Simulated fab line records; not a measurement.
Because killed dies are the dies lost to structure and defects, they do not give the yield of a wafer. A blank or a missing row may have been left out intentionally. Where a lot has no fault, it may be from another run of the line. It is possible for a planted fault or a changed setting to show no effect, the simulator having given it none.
fab line records	flow sky130
record lots=12	wafers=36	last_day=50
route steps=708 shown LOCAL_INTERCONNECT@389 METAL1@438 VIA2@509 PAD_OPEN@708
lots that met no fault: taken from a fault-free run of the same line
start_h: start of the lot's first displayed wafer, in hours after the record's first day	wait_h: hours since the lot's step before	" unchanged from the row above	L1.1+2: a single row standing in for several wafers	- no value present, or no start provided	* or withheld: withheld	< > ~ a bound
route shown NAME@n: names a module that has steps shown in the file, with the first one's number in the route	usual: mean and standard deviation over wafers with no fault	same: alike in all rows	chamber/n: place in a boat	sites: per-site readings	_std_site: how widely they spread, as a standard deviation	_edge_site: mean of outer sites minus mean of inner sites	radius_mm: how far each site lies from the wafer's centre	mask NAME#n: copy n	behind: tool/chamber where the wafer was last shaped	hold: what put the lot on hold/how long, in hours/how the hold closed	device: which transistor (n, p or np) failed to switch	end of line: the route-end tests of the same wafers	a step with no rows: only its recipe	killed: count of dies lost to structure and defects at first sort (not the wafer's yield)	map: per-die view of a wafer (x killed, . not killed, _ where there is no die)
set.NAME: the setting the step ran with; set.NAME@STEP: the setting that earlier step ran with	model.NAME: the simulator's own value behind a step, which no gauge read
a sample of lots followed through the steps of the route, with each step as a table and each wafer as a row
services: when a tool's chamber went out of use (start_h, in hours from the record's first day, below 0 if earlier), for how many hours, and the reason
## steps
# step SKY_LOCAL_INTERCONNECT_THK_MEAS_02
# recipe thk_meas_gauge=xrf	reads=TiN_of_LOCAL_INTERCONNECT_SPUTTER_00
# usual LOCAL_INTERCONNECT_TIN_THK=98.7/1.3
lot.wafer	tool	chamber	start_h	wait_h	LOCAL_INTERCONNECT_TIN_THK[nm]
L870.1	film_metro-02	-	669.19	0.1	99.2
L870.4	"	-	"	"	97.5
L870.6	"	-	"	"	97.4
L871.1	film_metro-04	-	672.62	0.1	97.9
L871.2	"	-	"	"	98.8
L871.5	"	-	"	"	98.7
L872.2	film_metro-04	-	691.59	0.1	99.8
L872.4	"	-	"	"	100.7
L872.5	"	-	"	"	99.8
L873.1	film_metro-02	-	699.29	0.1	98.2
L873.5	"	-	"	"	99.4
L873.6	"	-	"	"	97.2
L880.2	film_metro-02	-	756.38	0.1	98.0
L880.3	"	-	"	"	98.8
L880.6	"	-	"	"	100.1
L881.1	film_metro-02	-	764.04	0.1	101.8
L881.5	"	-	"	"	100.3
L881.6	"	-	"	"	101.3
L882.2	film_metro-04	-	780.55	0.1	97.0
L882.3	"	-	"	"	98.5
L882.4	"	-	"	"	98.5
L885.1	film_metro-01	-	796.24	0.1	99.4
L885.3	"	-	"	"	98.7
L885.6	"	-	"	"	98.8
L887.1	film_metro-02	-	846.04	0.1	98.9
L887.3	"	-	"	"	98.9
L887.6	"	-	"	"	99.4
L888.1	film_metro-01	-	846.58	0.1	99.0
L888.4	"	-	"	"	100.1
L888.6	"	-	"	"	100.0
L891.3	film_metro-01	-	847.40	0.1	98.4
L891.4	"	-	"	"	98.9
L891.5	"	-	"	"	98.6
L890.2	film_metro-01	-	848.63	0.1	100.0
L890.5	"	-	"	"	99.1
L890.6	"	-	"	"	98.9
# step SKY_LOCAL_INTERCONNECT_OVL_MEAS_12
# usual LOCAL_INTERCONNECT_OVL=1/4.7
lot.wafer	tool	chamber	start_h	wait_h	LOCAL_INTERCONNECT_OVL[nm]
L870.1	overlay-01	-	696.94	0.1	11
L870.4	"	-	"	"	5
L870.6	"	-	"	"	9
L871.1	overlay-02	-	700.35	0.1	-1
L871.2	"	-	"	"	-1
L871.5	"	-	"	"	0
L872.2	overlay-01	-	718.26	0.1	0
L872.4	"	-	"	"	7
L872.5	"	-	"	"	5
L873.1	overlay-01	-	726.46	0.1	7
L873.5	"	-	"	"	6
L873.6	"	-	"	"	8
L880.2	overlay-01	-	783.51	0.1	-5
L880.3	"	-	"	"	-3
L880.6	"	-	"	"	-1
L881.1	overlay-01	-	791.59	0.1	-5
L881.5	"	-	"	"	3
L881.6	"	-	"	"	-3
L882.2	overlay-01	-	807.56	0.1	4
L882.3	"	-	"	"	-4
L882.4	"	-	"	"	-3
L885.1	overlay-01	-	822.49	0.1	2
L885.3	"	-	"	"	3
L885.6	"	-	"	"	2
L887.1	overlay-02	-	872.15	0.1	16
L887.3	"	-	"	"	5
L887.6	"	-	"	"	3
L888.1	overlay-01	-	873.15	0.1	-2
L888.4	"	-	"	"	-3
L888.6	"	-	"	"	-7
L891.3	overlay-02	-	873.71	0.1	3
L891.4	"	-	"	"	4
L891.5	"	-	"	"	-2
L890.2	overlay-01	-	874.91	0.1	1
L890.5	"	-	"	"	-1
L890.6	"	-	"	"	0
# step SKY_METAL1_SPUTTER_04
# recipe material=TiN	target_thk_nm=70	power_w=6500	time_s=58.3	chamber_pressure_pa=0.4
# usual cathode_dc_power_W=6500.0/1.2	throttle_valve_pct=30.2/1.5
lot.wafer	tool	chamber	start_h	wait_h	cathode_dc_power_W	throttle_valve_pct
L870.1	pvd_sputter-03	-	726.78	0.0	6500.2	27.5
L870.4	"	-	"	"	6500.4	29.0
L870.6	"	-	"	"	6500.0	28.8
L871.1	pvd_sputter-03	-	729.54	0.0	6501.3	29.6
L871.2	"	-	"	"	6500.4	29.1
L871.5	"	-	"	"	6499.4	29.1
L872.2	pvd_sputter-01	-	748.80	0.0	6499.6	29.7
L872.4	"	-	"	"	6500.6	31.3
L872.5	"	-	"	"	6501.2	32.8
L873.1	pvd_sputter-01	-	756.20	0.0	6498.4	29.9
L873.5	"	-	"	"	6498.0	29.6
L873.6	"	-	"	"	6500.1	31.2
L880.2	pvd_sputter-03	-	813.25	0.0	6500.3	27.4
L880.3	"	-	"	"	6500.3	29.5
L880.6	"	-	"	"	6500.7	29.1
L881.1	pvd_sputter-02	-	821.29	0.0	6501.7	32.0
L881.5	"	-	"	"	6500.2	31.6
L881.6	"	-	"	"	6499.1	28.7
L882.2	pvd_sputter-02	-	836.48	0.0	6501.1	31.9
L882.3	"	-	"	"	6501.0	31.7
L882.4	"	-	"	"	6498.3	31.2
L885.1	pvd_sputter-01	-	851.50	0.0	6498.2	31.3
L885.3	"	-	"	"	6500.2	29.5
L885.6	"	-	"	"	6496.8	29.6
L887.1	pvd_sputter-01	-	902.38	0.0	6498.8	29.7
L887.3	"	-	"	"	6500.4	32.8
L887.6	"	-	"	"	6501.6	31.3
L888.1	pvd_sputter-02	-	903.30	0.0	6499.6	28.7
L888.4	"	-	"	"	6499.6	31.1
L888.6	"	-	"	"	6500.3	28.4
L891.3	pvd_sputter-01	-	903.77	0.0	6500.3	29.4
L891.4	"	-	"	"	6499.0	29.8
L891.5	"	-	"	"	6499.8	33.0
L890.2	pvd_sputter-01	-	904.79	0.0	6499.3	32.5
L890.5	"	-	"	"	6499.9	29.6
L890.6	"	-	"	"	6501.4	31.2
# step SKY_VIA2_CMP_02
# recipe material=SiO2	down_force_psi=4	platen_rpm=60	pad_velocity_m_s=0.94248
# usual motor_current_A=12.5/0.94	platen_rpm=60.00/0.039	slurry_filter_dp_kPa=13.50/0.14
lot.wafer	tool	chamber	start_h	wait_h	motor_current_A	platen_rpm	slurry_filter_dp_kPa
L870.1	cmp-02	2	810.82	0.1	14.2	59.97	13.31
L870.4	"	3	"	"	13.0	59.96	13.49
L870.6	"	1	"	"	12.5	60.07	13.64
L871.1	cmp-02	0	814.30	0.1	12.2	59.97	13.50
L871.2	"	2	"	"	14.7	60.03	13.51
L871.5	"	0	"	"	12.9	60.01	13.59
L872.2	cmp-01	2	833.73	0.0	11.1	60.01	13.30
L872.4	"	0	"	"	12.3	60.01	13.25
L872.5	"	2	"	"	11.4	60.00	13.23
L873.1	cmp-02	1	841.83	0.2	12.1	59.94	13.42
L873.5	"	2	"	"	14.6	60.07	13.81
L873.6	"	3	"	"	12.3	60.02	13.74
L880.3	cmp-02	0	896.91	0.0	12.4	53.96	13.51
L880.2	"	2	"	"	14.0	54.02	13.33
L880.6	"	0	"	"	12.6	54.02	13.57
L881.1	cmp-02	0	905.44	0.2	12.4	53.94	13.42
L881.5	"	1	"	"	12.5	53.96	13.33
L881.6	"	2	"	"	14.8	53.92	13.78
L882.4	cmp-02	3	919.55	0.1	12.6	54.03	13.75
L882.2	"	0	"	"	12.9	53.96	13.46
L882.3	"	1	"	"	12.4	54.01	13.57
L885.3	cmp-01	3	931.89	0.1	11.3	60.03	13.59
L885.1	"	1	"	"	11.6	60.02	13.54
L885.6	"	3	"	"	11.2	59.97	13.77
L887.3	cmp-01	0	979.29	0.1	12.5	59.92	13.64
L887.1	"	1	"	"	12.3	60.03	13.43
L887.6	"	0	"	"	12.1	60.01	13.44
L888.4	cmp-02	0	980.24	0.0	12.4	60.01	13.34
L888.1	"	1	"	"	12.1	59.98	13.64
L888.6	"	0	"	"	12.9	60.10	13.62
L891.4	cmp-01	3	980.96	0.1	12.0	59.99	13.56
L891.3	"	0	"	"	12.8	59.93	13.64
L891.5	"	3	"	"	12.0	59.95	13.45
L890.2	cmp-02	1	981.90	0.1	12.4	59.98	13.51
L890.6	"	0	"	"	11.1	60.11	13.48
L890.5	"	1	"	"	11.7	59.97	13.44
# step SKY_VIA2_CD_MEAS_12
# recipe target_cd_nm=200
# usual cd_nm=199.7/1.3
lot.wafer	tool	chamber	start_h	wait_h	cd_nm
L870.1	cd_sem-02	-	838.13	-	198.7
L870.4	"	-	"	"	197.7
L870.6	"	-	"	"	197.7
L871.1	cd_sem-02	-	841.67	-	198.4
L871.2	"	-	"	"	198.3
L871.5	"	-	"	"	199.0
L872.2	cd_sem-01	-	861.10	-	199.9
L872.4	"	-	"	"	200.7
L872.5	"	-	"	"	200.4
L873.1	cd_sem-01	-	868.27	-	198.2
L873.5	"	-	"	"	199.6
L873.6	"	-	"	"	200.4
L880.2	cd_sem-01	-	922.25	-	207.3
L880.3	"	-	"	"	206.6
L880.6	"	-	"	"	207.7
L881.1	cd_sem-01	-	930.12	-	206.5
L881.5	"	-	"	"	207.9
L881.6	"	-	"	"	205.1
L882.2	cd_sem-01	-	943.70	-	205.5
L882.3	"	-	"	"	205.0
L882.4	"	-	"	"	207.0
L885.1	cd_sem-01	-	956.50	-	200.7
L885.3	"	-	"	"	200.2
L885.6	"	-	"	"	200.4
L887.1	cd_sem-02	-	1002.97	-	200.8
L887.3	"	-	"	"	199.4
L887.6	"	-	"	"	199.4
L888.1	cd_sem-01	-	1003.62	-	200.6
L888.4	"	-	"	"	201.7
L888.6	"	-	"	"	202.9
L891.3	cd_sem-02	-	1004.37	-	199.5
L891.4	"	-	"	"	199.5
L891.5	"	-	"	"	199.1
L890.2	cd_sem-02	-	1005.44	-	201.5
L890.5	"	-	"	"	200.4
L890.6	"	-	"	"	199.6
# step SKY_PAD_OPEN_PROBE_99
# usual defect_limited_yield=82.8/1.7	killed_at_M0_to_M3=43/6.2	killed_at_M4_up=2.8/1.7	killed_at_contacts=24/4.8	killed_at_front_end=15/4.3	killed_at_other=0.3/0.55	killed_dies=85/8.4	killed_open=46/6.7	killed_short=38/6.2	sort_bin_3_pad_short=0.9/0.46	sort_bin_5_function=10.2/1.3	sort_bin_6_memory=6.1/0.9	sort_n_pass=407/8.4	sort_yield_pct=82.8/1.7
# same gross_dies=492	killed_at_back_side=0	sort_bin_4_leakage[%]=0	sort_bin_8_speed[%]=0
lot.wafer	tool	chamber	start_h	wait_h	defect_limited_yield[%]	killed_at_M0_to_M3	killed_at_M4_up	killed_at_contacts	killed_at_front_end	killed_at_other	killed_dies	killed_open	killed_short	sort_bin_3_pad_short[%]	sort_bin_5_function[%]	sort_bin_6_memory[%]	sort_n_pass	sort_yield_pct[%]
L880.2	prober-01	-	1131.65	0.1	83.3	40	4	25	12	1	82	36	46	2.0	8.1	6.5	410	83.3
L882.2	prober-02	-	1146.11	0.1	82.7	43	4	22	14	2	85	43	41	1.4	10.2	5.7	407	82.7
L882.3	prober-02	-	1146.16	0.2	81.9	47	2	26	13	1	89	54	34	0.6	10.8	6.7	403	81.9
L882.4	prober-02	-	1146.21	0.2	81.7	38	2	32	16	2	90	55	33	0.8	11.6	5.9	402	81.7
L885.1	prober-02	-	1156.45	0.1	82.7	47	2	21	15	0	85	38	46	1.2	10.0	6.1	407	82.7
L885.3	prober-02	-	1156.55	0.2	80.9	58	2	15	17	2	94	52	39	1.0	10.8	7.3	398	80.9
L885.6	prober-02	-	1156.70	0.2	83.5	40	4	18	18	1	81	34	46	1.6	8.3	6.5	411	83.5
# killed by level:class
L880.2 CONTACT:geometric_particle:open=10 VIA1:geometric_particle:open=9 METAL1:geometric_particle:short=7 CONTACT:geometric_particle:short=6 VIA1:geometric_particle:short=6 FIELD_ISO:geometric_particle:open=5 METAL4:geometric_particle:short=4 METAL2:geometric_particle:short=4
L882.2 VIA1:geometric_particle:open=13 LOCAL_INTERCONNECT:geometric_particle:short=6 POLY_GATE:geometric_particle:open=5 LI_CONTACT:geometric_particle:open=5 LI_CONTACT:geometric_particle:short=4 METAL1:geometric_particle:short=4 VIA1:geometric_particle:short=4 VIA2:geometric_particle:open=4
L882.3 CONTACT:geometric_particle:open=9 VIA2:geometric_particle:open=9 VIA1:geometric_particle:open=8 VIA3:geometric_particle:open=8 POLY_GATE:geometric_particle:short=6 LI_CONTACT:geometric_particle:open=5 LOCAL_INTERCONNECT:geometric_particle:open=4 METAL1:geometric_particle:short=4
L882.4 CONTACT:geometric_particle:open=13 VIA1:geometric_particle:open=11 LI_CONTACT:geometric_particle:open=9 FIELD_ISO:geometric_particle:open=7 METAL2:geometric_particle:short=6 METAL1:geometric_particle:short=5 FIELD_ISO:geometric_particle:short=4 VIA2:geometric_particle:open=4
L885.1 VIA3:geometric_particle:open=8 VIA1:geometric_particle:open=6 POLY_GATE:geometric_particle:open=6 LI_CONTACT:geometric_particle:open=6 METAL1:geometric_particle:short=6 VIA1:geometric_particle:short=5 CONTACT:geometric_particle:short=5 CONTACT:geometric_particle:open=5
L885.3 VIA1:geometric_particle:open=13 VIA3:geometric_particle:open=9 METAL2:geometric_particle:short=9 VIA1:geometric_particle:short=8 FIELD_ISO:geometric_particle:short=6 VIA2:geometric_particle:open=6 POLY_GATE:geometric_particle:open=5 LI_CONTACT:geometric_particle:open=5
L885.6 CONTACT:geometric_particle:open=9 VIA1:geometric_particle:open=8 FIELD_ISO:geometric_particle:short=6 VIA3:geometric_particle:open=6 VIA1:geometric_particle:short=5 METAL2:geometric_particle:short=5 FIELD_ISO:geometric_particle:open=4 LOCAL_INTERCONNECT:geometric_particle:short=4
## services
tool	chamber	start_h	hours	kind
pvd_sputter-02	1	715.10	-	consumable_replace:kit
pvd_sputter-02	1	715.10	18.0	scheduled_down
cmp-02	-	715.51	4.3	pm
cmp-01	-	744.00	4.0	pm
cmp-02	-	746.48	0.5	repair
cmp-01	-	748.00	-	consumable_replace:conditioner
cmp-01	-	748.00	-	consumable_replace:pad
cmp-01	-	756.23	6.3	pm
pvd_sputter-02	-	756.60	17.2	repair
cmp-01	-	786.59	7.0	pm
cmp-01	-	799.33	0.7	repair
cmp-01	-	804.46	1.1	repair
cmp-02	-	832.09	5.0	repair
pvd_sputter-01	3	832.59	-	consumable_replace:kit
pvd_sputter-01	3	832.59	18.0	scheduled_down
pvd_sputter-01	3	832.59	18.0	vent_cycle
cmp-01	-	835.17	0.3	repair
pvd_sputter-02	-	866.25	1.1	repair
pvd_sputter-03	-	907.18	6.7	repair
cmp-02	-	912.17	4.0	pm
cmp-02	-	916.17	-	consumable_replace:conditioner
cmp-02	-	916.17	-	consumable_replace:pad
cmp-01	-	934.40	6.5	repair
cmp-01	-	935.63	0.3	repair
## key
first_sign step=SKY_VIA2_CMP_02	reading=platen_rpm	direction=down	sigmas=99+	usual=60.00	struck=53.98
effect step=SKY_VIA2_CD_MEAS_12	reading=cd_nm	direction=up	sigmas=5.4	usual=199.7	struck=206.5	through=control_loop
met_at SKY_VIA2_CMP_02
struck_lots L880,L881,L882
loop_trim step=SKY_VIA2_EXPOSE_09	setting=dose	lots=L880,L881,L882
not_acting_at SKY_LOCAL_INTERCONNECT_THK_MEAS_02,SKY_LOCAL_INTERCONNECT_OVL_MEAS_12,SKY_METAL1_SPUTTER_04
onset_between 841.83 896.91
fault kind=process_parameter_drift	tool=cmp-02	chamber=-	onset_h=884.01	steps=SKY_VIA2_CMP_02	channel=platen_rpm	offset=-6	shape=step	end_h=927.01	acts_in=these_recipes_only	stated=60
# loop_trim: a control loop set the setting to another value than it would have without faults
